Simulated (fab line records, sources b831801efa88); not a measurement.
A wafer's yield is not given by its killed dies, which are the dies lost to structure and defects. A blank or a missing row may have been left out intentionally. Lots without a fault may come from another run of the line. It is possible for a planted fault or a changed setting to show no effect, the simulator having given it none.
Chamber matching || flow sky130 || SKY_FIELD_ISO_CMP_27 on cmp-02: 3 sister chambers
The step polishes, stops on Si3N4, t overpolish 16 s, target thk 457.8 nm. 16 wafers are shown with their chamber, then 5 later ones without.

== WAFERS WITH THEIR CHAMBER ==
{"wafer": "L795.2", "chamber": 0, "motorCurrentA (A)": 14.6, "timeToEndpointS (s)": 121}
{"wafer": "L795.4", "chamber": 3, "motorCurrentA (A)": 11.2, "timeToEndpointS (s)": 107}
{"wafer": "L795.6", "chamber": 2, "motorCurrentA (A)": 12.5, "timeToEndpointS (s)": 109}
{"wafer": "L796.1", "chamber": 2, "motorCurrentA (A)": 13.0, "timeToEndpointS (s)": 107}
{"wafer": "L796.3", "chamber": 3, "motorCurrentA (A)": 10.6, "timeToEndpointS (s)": 108}
{"wafer": "L796.5", "chamber": 0, "motorCurrentA (A)": 15.0, "timeToEndpointS (s)": 116}
{"wafer": "L799.2", "chamber": 2, "motorCurrentA (A)": 12.8, "timeToEndpointS (s)": 107}
{"wafer": "L799.3", "chamber": 3, "motorCurrentA (A)": 10.9, "timeToEndpointS (s)": 107}
{"wafer": "L799.5", "chamber": 3, "motorCurrentA (A)": 11.1, "timeToEndpointS (s)": 111}
{"wafer": "L800.3", "chamber": 2, "motorCurrentA (A)": 12.4, "timeToEndpointS (s)": 108}
{"wafer": "L800.4", "chamber": 0, "motorCurrentA (A)": 15.7, "timeToEndpointS (s)": 121}
{"wafer": "L800.5", "chamber": 3, "motorCurrentA (A)": 10.3, "timeToEndpointS (s)": 104}
{"wafer": "L801.1", "chamber": 0, "motorCurrentA (A)": 15.5, "timeToEndpointS (s)": 111}
{"wafer": "L801.4", "chamber": 2, "motorCurrentA (A)": 12.8, "timeToEndpointS (s)": 105}
{"wafer": "L801.5", "chamber": 3, "motorCurrentA (A)": 10.7, "timeToEndpointS (s)": 100}
{"wafer": "L802.2", "chamber": 2, "motorCurrentA (A)": 12.8, "timeToEndpointS (s)": 112}

SIGNATURES (averages over the wafers above)
{"reading": "motorCurrentA", "chamber 0": 15.200, "chamber 2": 12.717, "chamber 3": 10.800, "scatter within a chamber": 0.345}
{"reading": "timeToEndpointS", "chamber 0": 117.25, "chamber 2": 108.00, "chamber 3": 106.17, "scatter within a chamber": 3.59}
Rule: for each reading, subtract the chamber's mean from the wafer's reading, divide by that reading's scatter and square the result; add these up over the readings and take the root, which gives the wafer's distance from the chamber. If the next closest chamber is less than 2 further off than the closest, the wafer can't be placed; otherwise it belongs to the closest. The scatter: take each reading less its chamber's mean, square it, sum over the shown wafers, divide by the number of wafers less the number of chambers, and take the root.

== WAFERS MISSING THEIR CHAMBER ==
{"wafer": "L802.3", "motorCurrentA (A)": 11.3, "timeToEndpointS (s)": 107}
{"wafer": "L803.3", "motorCurrentA (A)": 10.5, "timeToEndpointS (s)": 110}
{"wafer": "L803.5", "motorCurrentA (A)": 12.6, "timeToEndpointS (s)": 107}
{"wafer": "L807.3", "motorCurrentA (A)": 12.7, "timeToEndpointS (s)": 106}
{"wafer": "L807.5", "motorCurrentA (A)": 12.7, "timeToEndpointS (s)": 108}

== WHICH CHAMBER EACH WENT THROUGH ==
{"wafer": "L802.3", "from the rows above": 3, "in truth": 3}
{"wafer": "L803.3", "from the rows above": 3, "in truth": 3}
{"wafer": "L803.5", "from the rows above": 2, "in truth": 2}
{"wafer": "L807.3", "from the rows above": 2, "in truth": 2}
{"wafer": "L807.5", "from the rows above": 2, "in truth": 2}
Correctly placed: 5 of 5. Can't be placed from these rows: 0. 0 placed wrongly.
